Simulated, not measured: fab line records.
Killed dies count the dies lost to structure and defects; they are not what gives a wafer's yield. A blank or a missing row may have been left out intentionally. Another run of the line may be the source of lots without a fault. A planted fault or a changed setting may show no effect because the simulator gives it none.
Comparing a struck lot with a sound one || flow gf180mcu || 43 steps out of a route of 602
Sound: these wafers, L642.2, L642.3, L642.6. Wafers L647.2, L647.5, L647.6 were the ones struck. The cause is given at the end.
Each step with rows lists, per side, the tool, then ch with its chambers, then its first start. Under that, the readings that differ: sound wafers || struck wafers || difference of the means || sigmas: that difference in standard deviations of wafers without a fault.
alike: readings whose means differ by less than 2 such deviations, and words and numbers that are the same on both sides. not compared: withheld readings, readings that some wafer has no value for, bounds like >300 that may hide the same value, and numbers for which the record gives no deviation and whose values overlap.
The two part at a step that has a row with sigmas, a row that says differs or no value, or rows on one side only. When numbers do not overlap yet have no deviation, they are printed without sigmas and do not part them. A reading missing from all wafers of one side parts the sides only when that side holds two or more wafers.

GF_MVSD_STRIP_10: strips in O2/N2.
  sound on plasmaAsher-04 ch 0,1, day 5 09:23; struck on plasmaAsher-01 ch 0,1, day 6 14:35
  alike: chamberPressureMTorr, drypumpMotorCurrentA, heaterPowerW, oesProductAu, stripTimeToEndpointS
  not compared: rfHoursCounterH
GF_MVSD_TW_MEAS_11:
  sound on filmMetro-03, day 5 09:29; struck on filmMetro-01, day 6 14:41
  alike: MVSD_TW
then, 7 steps without rows for these wafers: GF_MVPSD_DEHYDRATE_00 (time 60 s); GF_MVPSD_HMDS_01 (prime time 60 s); GF_MVPSD_COAT_02 (resist thk 3000 nm); GF_MVPSD_SOFTBAKE_03; GF_MVPSD_EXPOSE_04 (exposes mask MVPSD, target cd 1000 nm); GF_MVPSD_PEB_05; GF_MVPSD_DEVELOP_06 (develop time 60 s).
GF_MVPSD_OVL_MEAS_07:
  sound on overlay-01, day 5 23:42; struck on overlay-01, day 7 06:12
  alike: MVPSD_OVL
then, 2 steps without rows for these wafers: GF_MVPSD_IMPLANT_08; GF_MVPSD_IMPLANT_09.
GF_MVPSD_STRIP_10: strips in O2/N2.
  sound on plasmaAsher-01 ch 0,1, day 6 00:02; struck on plasmaAsher-01 ch 0,1, day 7 06:32
  no value came back on the struck wafers for any of 5 readings (chamberPressureMTorr (mTorr), drypumpMotorCurrentA (A) and others); on the sound wafers chamberPressureMTorr (mTorr) reads 1502.0 1499.4 1498.2
{"reading": "model.coat_of_MVPSD_COAT_02.thkNm (nm)", "sound": "0 0 0", "struck": "3031 3032 3016", "difference": "+3026", "sigmas": ""}
  not compared: rfHoursCounterH
GF_MVPSD_TW_MEAS_11:
  sound on filmMetro-02, day 6 00:08; struck on filmMetro-01, day 7 06:38
  alike: MVPSD_TW
then, 7 steps without rows for these wafers: GF_VT_IMPLANT_DEHYDRATE_00 (time 60 s); GF_VT_IMPLANT_HMDS_01 (prime time 60 s); GF_VT_IMPLANT_COAT_02 (resist thk 1000 nm); GF_VT_IMPLANT_SOFTBAKE_03 (time 60 s); GF_VT_IMPLANT_EXPOSE_04 (exposes mask LVPWELL LV AREA, target cd 600 nm); GF_VT_IMPLANT_PEB_05; GF_VT_IMPLANT_DEVELOP_06 (develop time 60 s).
GF_VT_IMPLANT_OVL_MEAS_07:
  sound on overlay-02, day 6 15:18; struck on overlay-02, day 7 21:36
  alike: VT_IMPLANT_OVL
next, for these wafers, 1 step has no rows: GF_VT_IMPLANT_IMPLANT_08.
GF_VT_IMPLANT_STRIP_09: strips in O2/N2.
  sound on plasmaAsher-03 ch 0,1, day 6 15:29; struck on plasmaAsher-02 ch 0,1, day 7 21:47
{"reading": "drypumpMotorCurrentA (A)", "sound": "5.44 5.85 5.45", "struck": "5.96 6.16 5.95", "difference": "+0.44", "sigmas": "+2"}
{"reading": "oesProductAu (a.u.)", "sound": "0.711 0.714 0.719", "struck": "0.734 0.731 0.723", "difference": "+0.015", "sigmas": "+3"}
{"reading": "stripTimeToEndpointS (s)", "sound": "12.58 12.66 12.63", "struck": "57.70 57.71 57.46", "difference": "+45.00", "sigmas": "+99 or more"}
  alike: chamberPressureMTorr, heaterPowerW
  not compared: rfHoursCounterH
GF_VT_IMPLANT_TW_MEAS_10:
  sound on filmMetro-03, day 6 15:35; struck on filmMetro-01, day 7 21:53
{"reading": "VT_IMPLANT_TW", "sound": "566 566 568", "struck": "30 30 30", "difference": -537, "sigmas": "-99 or more"}
then, 7 steps without rows for these wafers: GF_VT_IMPLANT_DEHYDRATE_11 (time 60 s); GF_VT_IMPLANT_HMDS_12 (prime time 60 s); GF_VT_IMPLANT_COAT_13 (resist thk 1000 nm); GF_VT_IMPLANT_SOFTBAKE_14 (time 60 s); GF_VT_IMPLANT_EXPOSE_15 (exposes mask Nwell LV AREA, target cd 860 nm); GF_VT_IMPLANT_PEB_16; GF_VT_IMPLANT_DEVELOP_17 (develop time 60 s).
GF_VT_IMPLANT_OVL_MEAS_18:
  sound on overlay-02, day 7 06:48; struck on overlay-01, day 8 13:54
  alike: VT_IMPLANT_01_OVL
next, for these wafers, 1 step has no rows: GF_VT_IMPLANT_IMPLANT_19.
GF_VT_IMPLANT_STRIP_20: strips in O2/N2.
  sound on plasmaAsher-03 ch 0,1, day 7 06:59; struck on plasmaAsher-04 ch 0,1, day 8 14:05
  alike: chamberPressureMTorr, drypumpMotorCurrentA, heaterPowerW, oesProductAu, stripTimeToEndpointS
  not compared: rfHoursCounterH
GF_VT_IMPLANT_TW_MEAS_21:
  sound on filmMetro-04, day 7 07:05; struck on filmMetro-04, day 8 14:11
  alike: VT_IMPLANT_2_TW
then, 6 steps without rows for these wafers: GF_VT_IMPLANT_DEHYDRATE_22 (time 60 s); GF_VT_IMPLANT_HMDS_23 (prime time 60 s); GF_VT_IMPLANT_COAT_24 (resist thk 1000 nm); GF_VT_IMPLANT_SOFTBAKE_25 (time 60 s); GF_VT_IMPLANT_EXPOSE_26 (exposes mask LVPWELL HV AREA, target cd 860 nm); GF_VT_IMPLANT_PEB_27.
-- the record jumps here: 10 days lie between the struck wafers' starts before and after (it left off in module VT_IMPLANT and takes up again in module SAB, whose first step shown is number 275 of the route) --
GF_SAB_ETCH_11: etches SiO2 in C4F8/O2/Ar, target depth 55 nm, time 8.5 s.
  sound on rieDiel-04 ch 2,3, day 16 14:44; struck on rieDiel-03 ch 1,2,3, day 18 05:10
  alike: oesProductAu
  not compared: rfHoursCounterH, model.SAB.cdNm

WHERE THEY PART
Earliest at GF_MVPSD_STRIP_10; latest, in this record, at GF_VT_IMPLANT_TW_MEAS_10. Later steps at which nothing parts them and some readings are alike: GF_VT_IMPLANT_OVL_MEAS_18, GF_VT_IMPLANT_STRIP_20, GF_VT_IMPLANT_TW_MEAS_21, GF_SAB_ETCH_11.

WHY: what the simulator had put in
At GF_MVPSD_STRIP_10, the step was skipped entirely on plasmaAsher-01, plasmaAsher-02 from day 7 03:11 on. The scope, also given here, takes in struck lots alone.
